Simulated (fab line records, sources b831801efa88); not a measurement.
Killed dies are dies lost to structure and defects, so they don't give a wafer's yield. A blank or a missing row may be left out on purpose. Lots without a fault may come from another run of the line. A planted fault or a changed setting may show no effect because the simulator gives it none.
Chamber matching | flow gf180mcu | GF_V1_CMP_26 on cmp-02: 4 sister chambers
The step polishes, stops on SiO2, t overpolish 15 s, target thk 0 nm. 14 wafers are shown with their chamber, then 7 later ones without.

WAFERS WITH THEIR CHAMBER
wafer  | chamber | motor_current_A (A) | head_pressure_psi (psi) | time_to_endpoint_s (s)
L523.1 | 0       | 12.6                | 3.504                   | 82
L523.2 | 3       | 13.7                | 3.499                   | 86
L523.4 | 2       | 10.2                | 3.496                   | 80
L524.1 | 3       | 12.8                | 3.498                   | 88
L524.4 | 1       | 10.5                | 3.500                   | 89
L524.5 | 2       | 9.8                 | 3.499                   | 93
L525.3 | 0       | 12.7                | 3.493                   | 88
L525.4 | 2       | 11.0                | 3.494                   | 87
L525.6 | 0       | 12.4                | 3.485                   | 85
L527.4 | 3       | 12.3                | 3.498                   | 85
L527.5 | 0       | 12.7                | 3.497                   | 84
L527.6 | 3       | 12.5                | 3.496                   | 80
L541.1 | 2       | 10.7                | 3.499                   | 84
L541.2 | 3       | 12.2                | 3.496                   | 85

SIGNATURES (means of the wafers above)
reading            | chamber 0 | chamber 1 | chamber 2 | chamber 3 | scatter within a chamber
motor_current_A    | 12.600    | 10.500    | 10.425    | 12.700    | 0.487
head_pressure_psi  | 3.49475   | 3.50000   | 3.49700   | 3.49740   | 0.00463
time_to_endpoint_s | 84.75     | 89.00     | 86.00     | 84.80     | 3.79
Rule: a wafer's distance from a chamber is the root of the sum, over the readings, of the square of ((its reading less the chamber's mean) divided by the reading's scatter). The wafer belongs to the nearest chamber; if the next one is less than 2 further off, it can't be placed. The scatter: the root of (the sum of the squares of (reading less its chamber's mean) over the shown wafers, divided by (wafers less chambers)).

WAFERS WITHOUT THEIR CHAMBER
wafer  | motor_current_A (A) | head_pressure_psi (psi) | time_to_endpoint_s (s)
L541.6 | 12.9                | 3.495                   | 85
L540.1 | 12.1                | 3.510                   | 89
L540.2 | 12.8                | 3.487                   | 90
L540.6 | 12.9                | 3.505                   | 90
L542.1 | 12.4                | 3.497                   | 89
L542.3 | 10.4                | 3.495                   | 87
L542.4 | 10.3                | 3.504                   | 90

WHICH CHAMBER EACH WENT THROUGH
wafer  | from the rows above               | in truth
L541.6 | can't be placed: 0 or 3           | 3
L540.1 | can't be placed: 3 or 0 or 1 or 2 | 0
L540.2 | can't be placed: 0 or 3           | 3
L540.6 | can't be placed: 3 or 0           | 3
L542.1 | can't be placed: 3 or 0           | 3
L542.3 | can't be placed: 2 or 1           | 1
L542.4 | can't be placed: 1 or 2           | 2
Placed correctly: 0 of 7. Can't be placed from these rows: 7 (the true chamber is among the candidates in 7). Placed wrongly: 0.
